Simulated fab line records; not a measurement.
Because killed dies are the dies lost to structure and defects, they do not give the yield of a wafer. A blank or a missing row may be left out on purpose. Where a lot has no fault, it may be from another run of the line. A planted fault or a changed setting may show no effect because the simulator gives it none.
Struck lot and sound lot, side by side ; flow gf180mcu ; 14 steps out of a route of 602
Sound: these wafers, L307.1, L307.2, L307.3. Wafers struck: L305.1, L305.5, L305.6. The cause comes at the end.
Each step with rows lists, per side, the tool, then ch with its chambers, then its first start. Under that, the readings that differ: sound wafers ; struck wafers ; difference of the means ; sigmas: that difference in standard deviations of wafers without a fault.
alike: readings with means less than 2 such deviations apart, plus words and numbers identical on both sides. not compared: withheld readings, readings lacking a value on some wafer, bounds such as >300 that could conceal the same value, and numbers that have no deviation in the record and whose values overlap.
A row with sigmas, a row that says differs or no value, or rows on one side alone: a step with any of these is where the two part. Non-overlapping numbers with no deviation appear without sigmas and do not part them. A reading missing from all wafers of one side parts the sides only when that side holds two or more wafers.

GF_PSD_STRIP_10: strips in O2/N2.
  sound on plasma asher-01 ch 0,1, day 18 16:10; struck on plasma asher-03 ch 0,1, day 17 17:19
  alike: drypump motor current A, heater power w, oes product au, strip time to endpoint s
  not compared: rf hours counter h
GF_PSD_TW_MEAS_11:
  sound: film metro-02 at day 18 16:16; struck: film metro-02 at day 17 17:25
  alike: PSD_TW
then, 1 step without rows for these wafers: GF_PSD_CLEAN_12 (cleans in SC1/SC2, time 150 s).
GF_PSD_RTA_13: time 20 s.
  sound on rtp anneal-01 ch 0, day 18 16:29; struck on rtp anneal-02 ch 0, day 17 17:32
reading;sound;struck;difference;sigmas
lamp power pct (%);36.3 36.4 36.3;31.2 31.3 31.2;-5.1;-2
  alike: wafer_temp_C_max
GF_PSD_RS_MEAS_14: measurement is done with a four-point probe.
  sound: film metro-03 at day 18 16:35; struck: film metro-01 at day 17 17:37
  alike: NSD_RS
GF_PSD_RS_MEAS_15: measurement is done with a four-point probe.
  sound: film metro-03 at day 18 16:42; struck: film metro-01 at day 17 17:44
  alike: PSD_RS
GF_SAB_CVD_00: deposits SiO2 from TEOS, target thk 50 nm, time 4.9302 s.
  sound on pecvd-04 ch 0,1,2, day 18 16:49; struck on pecvd-02 ch 1,2, day 17 17:51
  alike: heater power w
GF_SAB_THK_MEAS_01:
  sound: film metro-02 at day 18 16:50; struck: film metro-02 at day 17 17:52
  alike: SAB_CVD_00_THK
then, 4 steps without rows for these wafers: GF_SAB_DEHYDRATE_02 (time 60 s); GF_SAB_HMDS_03 (prime time 60 s); GF_SAB_COAT_04 (resist thk 1000 nm); GF_SAB_SOFTBAKE_05 (time 60 s).
GF_SAB_EXPOSE_06: exposes mask SAB, target cd 420 nm.
  sound on iline stepper-02 ch 0, day 19 04:55; struck on iline stepper-02, day 18 05:13
  no value came back on the struck wafers for exposure dose mJ cm2, focus offset nm (nm); on the sound wafers exposure dose mJ cm2 reads 140.10 140.19 140.11
  alike: mask
next, for these wafers, 1 step has no rows: GF_SAB_PEB_07.

== WHERE THEY PART ==
First at GF_PSD_RTA_13; last, within this record, at GF_SAB_EXPOSE_06.

WHY: the cause the simulator had injected
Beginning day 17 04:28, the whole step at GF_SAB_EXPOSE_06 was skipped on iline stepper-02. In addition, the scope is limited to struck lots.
